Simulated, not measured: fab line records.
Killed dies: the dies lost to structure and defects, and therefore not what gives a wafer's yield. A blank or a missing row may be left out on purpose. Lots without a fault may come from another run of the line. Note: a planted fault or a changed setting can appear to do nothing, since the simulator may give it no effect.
Struck lot and sound lot, side by side + flow sfq-line + 42 steps out of a route of 325
Sound: these wafers, L474.1, L474.2, L474.4. Wafers struck: L487.3, L487.4, L487.6. The cause is given at the end.
Per side, at each step with rows, come the tool, then ch with its chambers, and then its first start. Under that, the readings that differ: sound wafers + struck wafers + difference of the means + sigmas: that difference in standard deviations of wafers without a fault.
alike: a reading whose means differ by less than 2 such deviations, as well as words and numbers matching on both sides. not compared: withheld readings; readings where some wafer has no value; bounds like >300 that might hide an equal value; numbers whose values overlap and for which the record gives no deviation.
The two part at a step that has a row with sigmas, a row that says differs or no value, or rows on one side only. Non-overlapping numbers with no deviation appear without sigmas and do not part them. A reading missing from all wafers of one side parts the sides only when that side holds two or more wafers.

first, 1 step without rows for these wafers: SFQ_TRILAYER_I0_DEP_PECVD_027 (deposits SiO2 from SiH4/N2O, time 111.11 s, target thk 500 nm).
SFQ_TRILAYER_I0_CMP_CMP_028: polishes SiO2.
  sound on cmp-01 ch 0,1,3, day 7 16:44; struck on cmp-01 ch 1,2, day 12 03:34
| reading                | sound       | struck      | difference | sigmas |
|------------------------|-------------|-------------|------------|--------|
| time-to-endpoint-s (s) | 198 191 204 | 225 220 221 | +24        | +3     |
  alike: edge-zone-pressure-frac, motor-current-A, platen-rpm
SFQ_I0_BOW_MEAS_907:
  struck on film-metro-04, day 12 06:36; sound on film-metro-04, day 7 19:44
  alike: I0_BOW
then, 7 steps without rows for these wafers: SFQ_TRILAYER_I0_METRO_MEASURE_029; SFQ_TRILAYER_I0_VIA_LITHO_COAT_036 (resist thk 62 nm); SFQ_TRILAYER_I0_VIA_LITHO_COAT_031 (resist thk 650 nm); SFQ_TRILAYER_I0_VIA_LITHO_SOFTBAKE_035; SFQ_TRILAYER_I0_VIA_LITHO_EXPOSE_032 (exposes mask I0, target cd 500 nm); SFQ_TRILAYER_I0_VIA_LITHO_PEB_034 (peb time 60 s); SFQ_TRILAYER_I0_VIA_LITHO_DEVELOP_033 (time 60 s).
-- the record jumps here: 2 days lie between the struck wafers' starts before and after --
SFQ_I0_OVL_MEAS_908:
  struck on overlay-01, day 14 08:14; sound on overlay-01, day 9 21:34
  alike: I0_OVL
SFQ_TRILAYER_I0_VIA_BARC_OPEN_VIA_ETCH_046: etches BARC in O2, target depth 125 nm, time 41.7 s.
  sound on rie-diel-03 ch 0,1,3, day 9 21:36; struck on rie-diel-02 ch 0,1, day 14 08:16
| reading               | sound             | struck            | difference | sigmas |
|-----------------------|-------------------|-------------------|------------|--------|
| oes-product-au (a.u.) | 0.692 0.694 0.691 | 0.681 0.690 0.676 | -0.010     | -2     |
  alike: bias-w, chamber-pressure-mTorr, drypump-motor-current-A, rf-fwd-power-W
  not compared: rf-hours-counter-h
SFQ_TRILAYER_I0_VIA_ETCH_VIA_ETCH_034: etches SiO2 in CHF3, stops on Nb, target depth 260 nm.
  sound on rie-diel-03 ch 0,1,3, day 9 21:38; struck on rie-diel-02 ch 0,1, day 14 08:18
  no value came back on the struck wafers for any of 5 readings (bias-w (W), chamber-pressure-mTorr (mTorr) and others); on the sound wafers bias-w (W) reads 80.24 80.06 80.13
| reading                                                 | sound             | struck            | difference | sigmas |
|---------------------------------------------------------|-------------------|-------------------|------------|--------|
| model.KrF_of_TRILAYER_I0_VIA_LITHO_COAT_031.thk-nm (nm) | 528.5 528.7 527.9 | 574.3 573.8 573.4 | +45.5      |        |
then, 3 steps without rows for these wafers: SFQ_TRILAYER_I0_VIA_STRIP_STRIP_035 (strips in O2); SFQ_TRILAYER_I0_VIA_STRIP_SOLV_CLEAN_036 (cleans in NMP, time 600 s); SFQ_TRILAYER_M1_DEP_PRE_CLEAN_038 (time 22.5 s).
SFQ_TRILAYER_M1_DEP_SPUTTER_037: material Nb, target thk 200 nm, time 133.3 s.
  struck on pvd-sputter-05, day 14 09:13; sound on pvd-sputter-06, day 9 22:34
  alike: throttle-valve-pct
SFQ_M1_RS_MEAS_909: uses a four-point probe to measure.
  struck on film-metro-04, day 14 09:21; sound on film-metro-01, day 9 22:39
  alike: M1_NB_RS
then, 6 steps without rows for these wafers: SFQ_TRILAYER_M1_LITHO_COAT_044 (resist thk 62 nm); SFQ_TRILAYER_M1_LITHO_COAT_039 (resist thk 600 nm); SFQ_TRILAYER_M1_LITHO_SOFTBAKE_043; SFQ_TRILAYER_M1_LITHO_EXPOSE_040 (exposes mask M1, target cd 500 nm); SFQ_TRILAYER_M1_LITHO_PEB_042 (peb time 60 s); SFQ_TRILAYER_M1_LITHO_DEVELOP_041 (time 60 s).
-- the record jumps here: 2 days lie between the struck wafers' starts before and after --
SFQ_M1_OVL_MEAS_911:
  struck on overlay-02, day 16 18:25; sound on overlay-02, day 11 21:07
  alike: M1_OVL
then, 1 step without rows for these wafers: SFQ_TRILAYER_M1_BARC_OPEN_METAL_ETCH_054 (etches BARC in O2, target depth 125 nm, time 41.7 s).
SFQ_TRILAYER_M1_ETCH_METAL_ETCH_042: etches Nb in Cl2/Ar, stops on SiO2, target depth 240 nm, time 120 s.
  sound on rie-metal-02 ch 0,1, day 11 21:13; struck on rie-metal-02 ch 0,1, day 16 18:32
  alike: bias-w, chamber-pressure-mTorr, drypump-motor-current-A, oes-product-au, rf-fwd-power-W
  not compared: rf-hours-counter-h
then, 3 steps without rows for these wafers: SFQ_TRILAYER_M1_STRIP_STRIP_043 (strips in O2); SFQ_TRILAYER_M1_STRIP_SOLV_CLEAN_044 (cleans in NMP, time 600 s); SFQ_TRILAYER_I1_DEP_PECVD_045 (deposits SiO2 from SiH4/N2O, time 111.11 s, target thk 500 nm).
SFQ_TRILAYER_I1_CMP_CMP_046: polishes SiO2.
  sound on cmp-02 ch 0,2,3, day 11 22:47; struck on cmp-02 ch 0,1,3, day 16 19:28
  alike: edge-zone-pressure-frac, motor-current-A, platen-rpm, time-to-endpoint-s
SFQ_I1_BOW_MEAS_912:
  struck on film-metro-03, day 16 22:31; sound on film-metro-02, day 12 01:47
  alike: I1_BOW
then, 7 steps without rows for these wafers: SFQ_TRILAYER_I1_METRO_MEASURE_047; SFQ_TRILAYER_I1_VIA_LITHO_COAT_054 (resist thk 62 nm); SFQ_TRILAYER_I1_VIA_LITHO_COAT_049 (resist thk 650 nm); SFQ_TRILAYER_I1_VIA_LITHO_SOFTBAKE_053; SFQ_TRILAYER_I1_VIA_LITHO_EXPOSE_050 (exposes mask I1, target cd 500 nm); SFQ_TRILAYER_I1_VIA_LITHO_PEB_052 (peb time 60 s); SFQ_TRILAYER_I1_VIA_LITHO_DEVELOP_051 (time 60 s).
-- the record jumps here: 5 days lie between the struck wafers' starts before and after --
SFQ_I1_OVL_MEAS_913:
  struck on overlay-02, day 21 11:01; sound on overlay-02, day 15 16:10
  alike: I1_OVL
then, 1 step without rows for these wafers: SFQ_TRILAYER_I1_VIA_BARC_OPEN_VIA_ETCH_071 (etches BARC in O2, target depth 125 nm, time 41.7 s).
-- the record jumps here: 72 days lie between the struck wafers' starts before and after --
SFQ_M8_BOW_MEAS_951:
  struck on film-metro-01, day 93 17:31; sound on film-metro-02, day 83 12:18
| reading                 | sound             | struck            | difference | sigmas |
|-------------------------|-------------------|-------------------|------------|--------|
| model.etest.i0.link-ohm | 1.964 1.966 1.977 | 1e+06 1e+06 1e+06 | +1e+06     |        |
  alike: M8_BOW

## WHERE THEY PART
At SFQ_TRILAYER_I0_CMP_CMP_028 first; at SFQ_TRILAYER_I0_VIA_ETCH_VIA_ETCH_034 last (within this record only). Later steps at which nothing parts them and some readings are alike: SFQ_TRILAYER_M1_DEP_SPUTTER_037, SFQ_M1_RS_MEAS_909, SFQ_M1_OVL_MEAS_911, SFQ_TRILAYER_M1_ETCH_METAL_ETCH_042, SFQ_TRILAYER_I1_CMP_CMP_046, SFQ_I1_BOW_MEAS_912, SFQ_I1_OVL_MEAS_913, SFQ_M8_BOW_MEAS_951.

WHY: the cause the simulator had injected
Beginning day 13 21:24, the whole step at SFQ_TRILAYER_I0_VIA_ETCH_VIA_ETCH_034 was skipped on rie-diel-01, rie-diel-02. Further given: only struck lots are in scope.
